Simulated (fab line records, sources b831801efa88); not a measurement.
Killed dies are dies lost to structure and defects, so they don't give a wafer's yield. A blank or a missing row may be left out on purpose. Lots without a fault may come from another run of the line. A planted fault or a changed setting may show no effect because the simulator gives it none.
A sampling plan put to the test | flow sky130 | one fab line, 52 faults that these records tell of, each judged on the records of the lots that it struck
The plan is the line's own looks: the steps of the route at which a gauge or an inspection reads the wafer and doesn't change it. A look can be judged if struck wafers have a number there and the file gives its usual mean and standard deviation on fault-free wafers. Caught: at a look after the fault's first step, the mean of the struck wafers lies 4 or more of those standard deviations (sigma) from the usual mean. On the tool: the same test on the tool's own readings at the fault's steps. Another recipe on the struck wafers, or a record that is blank for them alone, also counts as caught.

THE FAULTS, as the simulator had put them in
1. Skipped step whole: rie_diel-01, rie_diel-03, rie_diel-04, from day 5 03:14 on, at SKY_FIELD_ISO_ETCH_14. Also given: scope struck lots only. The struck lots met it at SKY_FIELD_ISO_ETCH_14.
2. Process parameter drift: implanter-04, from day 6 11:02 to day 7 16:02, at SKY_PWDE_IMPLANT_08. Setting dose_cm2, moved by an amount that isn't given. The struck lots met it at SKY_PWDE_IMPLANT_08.
3. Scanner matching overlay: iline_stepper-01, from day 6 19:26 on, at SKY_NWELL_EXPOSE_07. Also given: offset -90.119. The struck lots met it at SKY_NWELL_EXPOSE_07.
4. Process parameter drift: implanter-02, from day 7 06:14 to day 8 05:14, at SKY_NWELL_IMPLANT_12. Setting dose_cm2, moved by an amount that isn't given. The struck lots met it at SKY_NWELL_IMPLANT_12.
5. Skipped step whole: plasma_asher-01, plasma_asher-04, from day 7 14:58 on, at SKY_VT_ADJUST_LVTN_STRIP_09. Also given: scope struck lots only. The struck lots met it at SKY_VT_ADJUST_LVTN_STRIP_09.
6. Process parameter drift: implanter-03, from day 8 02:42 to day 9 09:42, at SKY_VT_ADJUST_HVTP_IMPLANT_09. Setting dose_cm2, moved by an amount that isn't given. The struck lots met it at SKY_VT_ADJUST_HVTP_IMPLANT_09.
7. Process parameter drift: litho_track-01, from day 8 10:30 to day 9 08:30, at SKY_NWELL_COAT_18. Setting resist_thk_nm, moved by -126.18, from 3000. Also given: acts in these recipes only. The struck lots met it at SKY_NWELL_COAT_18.
8. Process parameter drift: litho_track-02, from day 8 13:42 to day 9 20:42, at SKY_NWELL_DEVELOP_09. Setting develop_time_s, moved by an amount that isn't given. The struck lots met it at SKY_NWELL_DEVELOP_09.
9. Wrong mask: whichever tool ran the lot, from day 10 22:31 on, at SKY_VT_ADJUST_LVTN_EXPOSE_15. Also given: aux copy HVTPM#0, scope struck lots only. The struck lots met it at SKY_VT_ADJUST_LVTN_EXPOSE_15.
10. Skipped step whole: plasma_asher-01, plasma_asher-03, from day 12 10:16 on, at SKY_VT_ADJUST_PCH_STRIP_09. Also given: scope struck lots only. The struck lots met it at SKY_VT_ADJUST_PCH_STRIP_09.
11. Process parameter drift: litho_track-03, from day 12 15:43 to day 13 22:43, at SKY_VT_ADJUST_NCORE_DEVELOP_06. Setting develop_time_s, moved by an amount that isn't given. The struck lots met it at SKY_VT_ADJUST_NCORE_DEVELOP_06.
12. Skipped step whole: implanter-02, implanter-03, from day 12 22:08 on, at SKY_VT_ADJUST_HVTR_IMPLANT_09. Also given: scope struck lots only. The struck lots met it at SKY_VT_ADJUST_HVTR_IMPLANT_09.
13. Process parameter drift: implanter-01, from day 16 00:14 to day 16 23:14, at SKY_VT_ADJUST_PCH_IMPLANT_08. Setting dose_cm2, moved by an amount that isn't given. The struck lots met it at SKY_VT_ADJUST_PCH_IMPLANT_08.
14. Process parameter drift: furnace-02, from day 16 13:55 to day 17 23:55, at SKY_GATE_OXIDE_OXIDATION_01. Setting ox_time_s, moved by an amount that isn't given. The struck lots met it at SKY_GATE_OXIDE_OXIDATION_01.
15. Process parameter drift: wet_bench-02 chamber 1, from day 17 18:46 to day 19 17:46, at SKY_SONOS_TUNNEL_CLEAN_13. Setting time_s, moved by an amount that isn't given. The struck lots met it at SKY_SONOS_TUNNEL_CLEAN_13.
16. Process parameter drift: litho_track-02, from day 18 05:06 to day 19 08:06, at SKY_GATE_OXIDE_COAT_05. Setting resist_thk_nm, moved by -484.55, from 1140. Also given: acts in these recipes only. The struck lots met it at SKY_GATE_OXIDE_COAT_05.
17. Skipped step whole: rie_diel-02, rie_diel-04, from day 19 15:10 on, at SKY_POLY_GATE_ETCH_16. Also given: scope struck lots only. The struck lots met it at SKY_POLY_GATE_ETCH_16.
18. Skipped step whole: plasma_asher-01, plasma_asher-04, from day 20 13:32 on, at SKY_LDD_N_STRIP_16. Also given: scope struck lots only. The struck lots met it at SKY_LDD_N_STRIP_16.
19. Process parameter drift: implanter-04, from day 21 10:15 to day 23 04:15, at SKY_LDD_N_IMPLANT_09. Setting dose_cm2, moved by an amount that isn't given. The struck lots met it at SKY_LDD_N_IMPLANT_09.
20. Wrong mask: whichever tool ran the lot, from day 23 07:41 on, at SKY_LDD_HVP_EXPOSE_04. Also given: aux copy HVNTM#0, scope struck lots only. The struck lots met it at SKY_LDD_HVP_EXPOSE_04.
21. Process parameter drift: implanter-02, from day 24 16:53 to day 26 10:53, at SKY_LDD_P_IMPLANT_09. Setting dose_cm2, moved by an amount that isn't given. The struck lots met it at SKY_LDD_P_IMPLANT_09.
22. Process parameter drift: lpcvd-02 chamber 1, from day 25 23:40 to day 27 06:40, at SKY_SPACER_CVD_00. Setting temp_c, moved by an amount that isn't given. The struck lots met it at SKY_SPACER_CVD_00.
23. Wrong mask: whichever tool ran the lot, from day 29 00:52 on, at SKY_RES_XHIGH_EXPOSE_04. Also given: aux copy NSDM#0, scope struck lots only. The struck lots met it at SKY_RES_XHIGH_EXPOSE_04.
24. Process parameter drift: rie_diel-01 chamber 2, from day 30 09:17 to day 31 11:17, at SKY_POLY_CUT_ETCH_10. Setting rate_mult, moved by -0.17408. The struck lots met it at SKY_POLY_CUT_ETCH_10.
25. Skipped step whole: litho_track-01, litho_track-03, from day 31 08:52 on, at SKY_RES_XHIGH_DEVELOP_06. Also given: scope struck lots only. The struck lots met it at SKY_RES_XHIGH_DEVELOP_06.
26. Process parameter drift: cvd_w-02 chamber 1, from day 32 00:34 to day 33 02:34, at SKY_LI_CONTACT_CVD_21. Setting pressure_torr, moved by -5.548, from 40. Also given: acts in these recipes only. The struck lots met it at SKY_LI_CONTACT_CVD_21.
27. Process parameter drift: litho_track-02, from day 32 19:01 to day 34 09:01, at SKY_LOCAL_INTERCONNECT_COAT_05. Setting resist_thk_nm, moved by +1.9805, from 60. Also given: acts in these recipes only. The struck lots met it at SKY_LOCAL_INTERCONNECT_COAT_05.
28. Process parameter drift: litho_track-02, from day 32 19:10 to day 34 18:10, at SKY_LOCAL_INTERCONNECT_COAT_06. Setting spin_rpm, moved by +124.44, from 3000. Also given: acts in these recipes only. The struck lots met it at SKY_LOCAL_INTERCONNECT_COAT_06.
29. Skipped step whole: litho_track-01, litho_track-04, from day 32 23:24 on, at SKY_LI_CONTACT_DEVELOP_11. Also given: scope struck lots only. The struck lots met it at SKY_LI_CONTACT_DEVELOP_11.
30. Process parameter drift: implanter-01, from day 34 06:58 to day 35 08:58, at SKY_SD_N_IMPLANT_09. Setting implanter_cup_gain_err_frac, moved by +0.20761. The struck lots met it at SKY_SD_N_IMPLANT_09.
31. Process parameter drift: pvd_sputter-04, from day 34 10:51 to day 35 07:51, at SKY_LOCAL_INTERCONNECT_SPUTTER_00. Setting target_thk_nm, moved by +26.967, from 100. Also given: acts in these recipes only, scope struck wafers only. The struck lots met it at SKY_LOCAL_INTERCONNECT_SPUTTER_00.
32. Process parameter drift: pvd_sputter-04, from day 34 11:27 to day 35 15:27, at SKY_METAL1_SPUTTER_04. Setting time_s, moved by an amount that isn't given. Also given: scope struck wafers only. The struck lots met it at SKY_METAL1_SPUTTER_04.
33. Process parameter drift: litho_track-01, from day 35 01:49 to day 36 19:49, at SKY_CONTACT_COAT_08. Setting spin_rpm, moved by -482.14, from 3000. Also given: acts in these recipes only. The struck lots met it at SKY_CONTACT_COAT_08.
34. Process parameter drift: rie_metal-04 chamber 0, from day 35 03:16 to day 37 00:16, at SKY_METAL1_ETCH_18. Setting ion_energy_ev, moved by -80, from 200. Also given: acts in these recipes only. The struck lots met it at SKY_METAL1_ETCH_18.
35. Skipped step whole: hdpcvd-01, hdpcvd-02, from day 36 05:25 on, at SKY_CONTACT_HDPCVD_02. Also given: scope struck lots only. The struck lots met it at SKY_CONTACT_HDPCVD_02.
36. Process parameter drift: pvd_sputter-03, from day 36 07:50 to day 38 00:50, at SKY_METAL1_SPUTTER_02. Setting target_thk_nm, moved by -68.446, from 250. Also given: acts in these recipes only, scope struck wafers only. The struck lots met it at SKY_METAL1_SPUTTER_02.
37. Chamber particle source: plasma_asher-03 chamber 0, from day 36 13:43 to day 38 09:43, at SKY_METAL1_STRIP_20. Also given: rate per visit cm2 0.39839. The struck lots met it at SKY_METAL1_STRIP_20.
38. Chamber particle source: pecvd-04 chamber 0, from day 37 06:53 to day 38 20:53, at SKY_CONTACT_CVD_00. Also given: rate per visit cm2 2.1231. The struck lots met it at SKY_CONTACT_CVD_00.
39. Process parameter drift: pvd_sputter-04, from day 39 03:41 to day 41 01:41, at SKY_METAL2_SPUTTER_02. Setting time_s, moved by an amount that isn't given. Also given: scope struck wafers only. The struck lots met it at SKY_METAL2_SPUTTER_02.
40. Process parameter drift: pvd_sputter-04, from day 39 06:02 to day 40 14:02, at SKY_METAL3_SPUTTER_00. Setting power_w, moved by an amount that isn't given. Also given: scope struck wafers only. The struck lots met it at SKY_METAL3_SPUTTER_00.
41. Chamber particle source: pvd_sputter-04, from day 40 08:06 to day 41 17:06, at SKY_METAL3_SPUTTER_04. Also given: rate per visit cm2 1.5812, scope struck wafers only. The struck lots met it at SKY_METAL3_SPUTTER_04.
42. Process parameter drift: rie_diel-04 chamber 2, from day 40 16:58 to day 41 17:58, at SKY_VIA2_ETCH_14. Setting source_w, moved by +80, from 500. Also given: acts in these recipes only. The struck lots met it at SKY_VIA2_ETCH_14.
43. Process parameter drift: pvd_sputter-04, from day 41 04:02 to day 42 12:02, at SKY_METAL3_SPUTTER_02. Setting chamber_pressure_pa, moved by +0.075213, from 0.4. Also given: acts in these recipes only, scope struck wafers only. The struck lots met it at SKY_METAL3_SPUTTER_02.
44. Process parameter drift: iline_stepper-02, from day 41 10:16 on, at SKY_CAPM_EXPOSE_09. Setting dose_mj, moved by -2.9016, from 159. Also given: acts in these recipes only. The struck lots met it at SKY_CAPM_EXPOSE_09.
45. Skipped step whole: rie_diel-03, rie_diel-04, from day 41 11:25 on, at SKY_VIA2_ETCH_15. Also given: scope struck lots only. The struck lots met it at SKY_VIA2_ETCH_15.
46. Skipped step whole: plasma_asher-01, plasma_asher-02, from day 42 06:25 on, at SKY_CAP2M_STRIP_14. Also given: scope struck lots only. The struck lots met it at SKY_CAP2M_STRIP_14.
47. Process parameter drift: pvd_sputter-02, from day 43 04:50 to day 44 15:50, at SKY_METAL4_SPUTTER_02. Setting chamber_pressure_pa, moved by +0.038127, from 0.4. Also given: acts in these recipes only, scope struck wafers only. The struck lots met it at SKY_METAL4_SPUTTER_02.
48. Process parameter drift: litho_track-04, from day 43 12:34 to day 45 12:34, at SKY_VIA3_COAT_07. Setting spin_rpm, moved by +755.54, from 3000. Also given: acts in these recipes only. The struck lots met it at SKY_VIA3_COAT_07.
49. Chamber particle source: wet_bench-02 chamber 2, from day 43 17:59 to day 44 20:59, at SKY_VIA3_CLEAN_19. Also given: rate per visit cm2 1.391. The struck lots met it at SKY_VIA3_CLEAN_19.
50. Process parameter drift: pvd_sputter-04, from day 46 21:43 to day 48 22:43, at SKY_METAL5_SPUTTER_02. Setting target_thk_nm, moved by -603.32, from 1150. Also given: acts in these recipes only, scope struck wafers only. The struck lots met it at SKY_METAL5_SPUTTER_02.
51. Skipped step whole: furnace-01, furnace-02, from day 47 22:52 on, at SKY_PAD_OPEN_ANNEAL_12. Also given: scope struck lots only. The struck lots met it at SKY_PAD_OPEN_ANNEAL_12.
52. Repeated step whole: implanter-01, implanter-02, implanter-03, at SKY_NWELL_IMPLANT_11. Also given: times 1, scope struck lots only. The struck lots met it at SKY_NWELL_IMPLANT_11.

WHAT THE PLAN SAW
fault | on the tool itself                               | first look that catches it                      | reading, sigma                                          | median hours from its first step to that look | hours from the fault's start to the first struck lot there | judged looks passed uncaught
1     | the tool's record is blank for the struck wafers | no look after it can be judged                  | -                                                       | -                                             | -                                                          | 0
2     | dose_ions_cm2 +69 sigma                          | SKY_PWDE_TW_MEAS_10                             | PWDE_TW +4.6                                            | 0.2                                           | 6                                                          | 0
3     | under 2 sigma                                    | SKY_NWELL_OVL_MEAS_10                           | NWELL_00_OVL -75                                        | 10.0                                          | 16                                                         | 0
4     | dose_ions_cm2 +99 or beyond sigma                | SKY_NWELL_RS_MEAS_29                            | NWELL_RS -19                                            | 21.1                                          | 26                                                         | 0
5     | the tool's record is blank for the struck wafers | SKY_VT_ADJUST_LVTN_TW_MEAS_21                   | VT_ADJUST_LVTN_2_TW -99 or beyond                       | 20.6                                          | 22                                                         | 0
6     | dose_ions_cm2 -99 or beyond sigma                | SKY_VT_ADJUST_HVTP_TW_MEAS_11                   | VT_ADJUST_HVTP_TW -68                                   | 0.2                                           | 6                                                          | 0
7     | no reading that can be judged                    | no look after it can be judged                  | -                                                       | -                                             | -                                                          | 0
8     | no reading that can be judged                    | not the one look that can be judged after it    | -                                                       | -                                             | -                                                          | 1
9     | under 2 sigma                                    | SKY_VT_ADJUST_LVTN_TW_MEAS_21                   | VT_ADJUST_LVTN_2_TW -99 or beyond                       | 11.4                                          | 15                                                         | 0
10    | the tool's record is blank for the struck wafers | SKY_SONOS_TUNNEL_TW_MEAS_12                     | SONOS_TUNNEL_TW -99 or beyond                           | 26.6                                          | 31                                                         | 1
11    | no reading that can be judged                    | SKY_VT_ADJUST_NCORE_CD_MEAS_07                  | cd_nm -6.0                                              | 0.1                                           | 12                                                         | 0
12    | the tool's record is blank for the struck wafers | SKY_VT_ADJUST_HVTR_TW_MEAS_11                   | VT_ADJUST_HVTR_TW -99 or beyond                         | 0.2                                           | 8                                                          | 0
13    | dose_ions_cm2 -99 or beyond sigma                | SKY_VT_ADJUST_PCH_TW_MEAS_10                    | VT_ADJUST_PCH_TW -13                                    | 0.2                                           | 6                                                          | 0
14    | under 2 sigma                                    | SKY_GATE_OXIDE_THK_MEAS_02                      | GATE_OXIDE_OXIDATION_00_THK -24                         | 1.4                                           | 11                                                         | 0
15    | run_length_s -6.6 sigma                          | none of the 5 looks that can be judged after it | -                                                       | -                                             | -                                                          | 5
16    | under 2 sigma                                    | no look after it can be judged                  | -                                                       | -                                             | -                                                          | 0
17    | the tool's record is blank for the struck wafers | no look after it can be judged                  | -                                                       | -                                             | -                                                          | 0
18    | the tool's record is blank for the struck wafers | SKY_LDD_P_TW_MEAS_11                            | LDD_P_TW -99 or beyond                                  | 30.7                                          | 35                                                         | 1
19    | dose_ions_cm2 -99 or beyond sigma                | not the one look that can be judged after it    | -                                                       | -                                             | -                                                          | 1
20    | no reading that can be judged                    | SKY_LDD_HVP_TW_MEAS_10                          | LDD_HVP_TW -99 or beyond                                | 14.5                                          | 21                                                         | 0
21    | dose_ions_cm2 -99 or beyond sigma                | SKY_LDD_P_TW_MEAS_11                            | LDD_P_TW -14                                            | 0.2                                           | 3                                                          | 0
22    | susceptor_temp_C -44 sigma                       | SKY_SPACER_THK_MEAS_01                          | SPACER_CVD_00_THK -24                                   | 1.8                                           | 18                                                         | 0
23    | under 2 sigma                                    | SKY_RES_XHIGH_TW_MEAS_09                        | RES_XHIGH_TW -99 or beyond                              | 14.6                                          | 21                                                         | 0
24    | under 2 sigma                                    | no look after it can be judged                  | -                                                       | -                                             | -                                                          | 0
25    | the tool's record is blank for the struck wafers | SKY_RES_XHIGH_TW_MEAS_09                        | RES_XHIGH_TW -99 or beyond                              | 0.4                                           | 6                                                          | 0
26    | chamber_pressure_Torr -65 sigma                  | SKY_LI_CONTACT_RS_MEAS_22                       | LI_CONTACT_W_RS +7.4                                    | 0.1                                           | 6                                                          | 0
27    | under 2 sigma                                    | not the one look that can be judged after it    | -                                                       | -                                             | -                                                          | 1
28    | spin_speed_rpm +52 sigma                         | none of the 2 looks that can be judged after it | -                                                       | -                                             | -                                                          | 2
29    | no reading that can be judged                    | no look after it can be judged                  | -                                                       | -                                             | -                                                          | 0
30    | faraday_current_uA +5.2 sigma                    | SKY_SD_N_RS_MEAS_16                             | SD_N_RS +16                                             | 0.7                                           | 5                                                          | 0
31    | under 2 sigma                                    | SKY_LOCAL_INTERCONNECT_RS_MEAS_01               | LOCAL_INTERCONNECT_TIN_RS -17                           | 0.1                                           | 5                                                          | 0
32    | under 2 sigma                                    | none of the 4 looks that can be judged after it | -                                                       | -                                             | -                                                          | 4
33    | spin_speed_rpm -99 or beyond sigma               | no look after it can be judged                  | -                                                       | -                                             | -                                                          | 0
34    | under 2 sigma                                    | no look after it can be judged                  | -                                                       | -                                             | -                                                          | 0
35    | the tool's record is blank for the struck wafers | none of the 2 looks that can be judged after it | strongest: CONTACT_BOW at SKY_CONTACT_BOW_MEAS_05, -2.7 | -                                             | -                                                          | 2
36    | under 2 sigma                                    | SKY_METAL1_RS_MEAS_05                           | METAL1_ALCU_RS +39                                      | 0.1                                           | 16                                                         | 0
37    | under 2 sigma                                    | no look after it can be judged                  | -                                                       | -                                             | -                                                          | 0
38    | under 2 sigma                                    | none of the 2 looks that can be judged after it | -                                                       | -                                             | -                                                          | 2
39    | under 2 sigma                                    | SKY_METAL2_RS_MEAS_05                           | METAL2_ALCU_RS -10                                      | 0.1                                           | 3                                                          | 0
40    | cathode_dc_power_W -99 or beyond sigma           | no look after it can be judged                  | -                                                       | -                                             | -                                                          | 0
41    | under 2 sigma                                    | not the one look that can be judged after it    | -                                                       | -                                             | -                                                          | 1
42    | rf_fwd_power_W +33 sigma                         | no look after it can be judged                  | -                                                       | -                                             | -                                                          | 0
43    | chamber_pressure_pa +96 sigma                    | no look after it can be judged                  | -                                                       | -                                             | -                                                          | 0
44    | exposure_dose_mJ_cm2 -16 sigma                   | not the one look that can be judged after it    | -                                                       | -                                             | -                                                          | 1
45    | the tool's record is blank for the struck wafers | no look after it can be judged                  | -                                                       | -                                             | -                                                          | 0
46    | no reading that can be judged                    | no look after it can be judged                  | -                                                       | -                                             | -                                                          | 0
47    | chamber_pressure_pa +50 sigma                    | none of the 5 looks that can be judged after it | -                                                       | -                                             | -                                                          | 5
48    | spin_speed_rpm +99 or beyond sigma               | no look after it can be judged                  | -                                                       | -                                             | -                                                          | 0
49    | no reading that can be judged                    | no look after it can be judged                  | -                                                       | -                                             | -                                                          | 0
50    | under 2 sigma                                    | SKY_METAL5_RS_MEAS_05                           | METAL5_ALCU_RS +79                                      | 0.1                                           | 13                                                         | 0
51    | the tool's record is blank for the struck wafers | SKY_PAD_OPEN_BOW_MEAS_13                        | PAD_OPEN_BOW +6.5                                       | 1.5                                           | 5                                                          | 0
52    | no reading that can be judged                    | SKY_NWELL_TW_MEAS_15                            | NWELL_TW +39                                            | 0.9                                           | -                                                          | 0
A dash: the fault isn't caught, or these records don't give the number.

Caught at a look: 25 of 52. Caught on the tool: 28 of 52. By one or the other: 39 of 52.
Caught on the tool alone: faults 1, 15, 17, 19, 28, 33, 35, 40, 42, 43, 44, 45, 47, 48.
Caught at a look alone: faults 3, 9, 11, 14, 20, 23, 31, 36, 39, 50, 52.
Caught by neither: faults 7, 8, 16, 24, 27, 29, 32, 34, 37, 38, 41, 46, 49.

THINNER SAMPLING
If the look that catches a fault measured only every second or every third lot, by lot number, the first struck lot would be measured this late in the worst case:
fault | struck lots at that look, in order of time | every lot | every second lot | every third lot
2     | L478, L479                                 | 6 h       | 9 h              | may miss all 2
3     | L907, L909, L912                           | 16 h      | 42 h             | may miss all 3
4     | L206, L208                                 | 26 h      | may miss all 2   | may miss all 2
5     | L111, L112, L113                           | 22 h      | 26 h             | 39 h
6     | L260, L264                                 | 6 h       | may miss all 2   | may miss all 2
9     | L966                                       | 15 h      | may miss it      | may miss it
10    | L659, L660                                 | 31 h      | 48 h             | may miss all 2
11    | L913, L914                                 | 12 h      | 20 h             | may miss all 2
12    | L738, L739                                 | 8 h       | 10 h             | may miss all 2
13    | L962, L964                                 | 6 h       | may miss all 2   | may miss all 2
14    | L208, L207                                 | 11 h      | 11 h             | may miss all 2
18    | L949, L951, L950                           | 35 h      | 51 h             | 51 h
20    | L158                                       | 21 h      | may miss it      | may miss it
21    | L170, L172                                 | 3 h       | may miss all 2   | may miss all 2
22    | L431                                       | 18 h      | may miss it      | may miss it
23    | L473                                       | 21 h      | may miss it      | may miss it
25    | L601, L602, L603                           | 6 h       | 11 h             | 17 h
26    | L804                                       | 6 h       | may miss it      | may miss it
30    | L722, L724                                 | 5 h       | may miss all 2   | may miss all 2
31    | L946, L947                                 | 5 h       | 9 h              | may miss all 2
36    | L936                                       | 16 h      | may miss it      | may miss it
39    | L581, L582                                 | 3 h       | 7 h              | may miss all 2
50    | L651                                       | 13 h      | may miss it      | may miss it
51    | L137, L136, L138                           | 5 h       | 9 h              | 12 h
Hours are from the fault's start to the first struck lot that is measured. The limit of 4 sigma was tested on all struck wafers together, so one lot alone may lie under it. Other struck lots may not be in these records.

THE LONGEST TIMED WAY FROM STEP TO LOOK
Fault 18: a median of 30.7 hours passes between SKY_LDD_N_STRIP_16 and SKY_LDD_P_TW_MEAS_11. The look between them that can be judged stayed within 4 sigma: SKY_LDD_P_CD_MEAS_07.
